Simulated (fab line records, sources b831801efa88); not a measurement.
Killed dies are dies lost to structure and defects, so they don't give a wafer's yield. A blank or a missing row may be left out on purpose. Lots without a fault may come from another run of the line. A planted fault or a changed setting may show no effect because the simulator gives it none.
Chamber matching | flow gf180mcu | GF_V2_CVD_02 on pecvd-03: 3 sister chambers
The step deposits SiO2 from TEOS, target thk 850 nm, time 94.851 s. 22 wafers are shown with their chamber, then 11 later ones without.

WAFERS WITH THEIR CHAMBER
wafer  | chamber | heater_power_w (W) | susceptor_temp_C (C)
L075.3 | 2       | 619                | 400.33
L075.4 | 1       | 555                | 399.73
L075.6 | 2       | 675                | 400.01
L076.1 | 2       | 680                | 400.04
L076.2 | 0       | 563                | 400.01
L076.3 | 1       | 691                | 399.59
L076.4 | 1       | 572                | 400.05
L076.5 | 2       | 732                | 399.98
L076.6 | 0       | 609                | 399.81
L081.1 | 2       | 724                | 399.95
L081.2 | 1       | 628                | 399.73
L081.3 | 0       | 645                | 399.71
L082.1 | 1       | 705                | 400.37
L082.4 | 1       | 568                | 400.23
L082.6 | 2       | 732                | 399.94
L087.1 | 0       | 494                | 400.09
L087.4 | 1       | 655                | 400.02
L087.6 | 0       | 571                | 400.26
L088.3 | 2       | 755                | 400.37
L088.4 | 0       | 619                | 399.95
L088.5 | 1       | 686                | 399.86
L093.2 | 0       | 641                | 399.94

SIGNATURES (means of the wafers above)
reading          | chamber 0 | chamber 1 | chamber 2 | scatter within a chamber
heater_power_w   | 591.71    | 632.50    | 702.43    | 54.4
susceptor_temp_C | 399.9671  | 399.9475  | 400.0886  | 0.217
Rule: a wafer's distance from a chamber is the root of the sum, over the readings, of the square of ((its reading less the chamber's mean) divided by the reading's scatter). The wafer belongs to the nearest chamber; if the next one is less than 2 further off, it can't be placed. The scatter: the root of (the sum of the squares of (reading less its chamber's mean) over the shown wafers, divided by (wafers less chambers)).

WAFERS WITHOUT THEIR CHAMBER
wafer  | heater_power_w (W) | susceptor_temp_C (C)
L093.3 | 627                | 399.79
L093.4 | 500                | 399.99
L094.2 | 629                | 399.89
L094.5 | 620                | 400.05
L094.6 | 510                | 399.99
L095.2 | 670                | 400.03
L095.5 | 600                | 399.96
L095.6 | 711                | 400.08
L096.1 | 583                | 399.70
L096.3 | 584                | 399.97
L096.5 | 624                | 400.03

WHICH CHAMBER EACH WENT THROUGH
wafer  | from the rows above          | in truth
L093.3 | can't be placed: 1 or 0 or 2 | 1
L093.4 | can't be placed: 0 or 1      | 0
L094.2 | can't be placed: 1 or 0 or 2 | 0
L094.5 | can't be placed: 1 or 0 or 2 | 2
L094.6 | can't be placed: 0 or 1      | 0
L095.2 | can't be placed: 2 or 1 or 0 | 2
L095.5 | can't be placed: 0 or 1 or 2 | 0
L095.6 | can't be placed: 2 or 1      | 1
L096.1 | can't be placed: 0 or 1 or 2 | 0
L096.3 | can't be placed: 0 or 1      | 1
L096.5 | can't be placed: 1 or 0 or 2 | 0
Placed correctly: 0 of 11. Can't be placed from these rows: 11 (the true chamber is among the candidates in 11). Placed wrongly: 0.
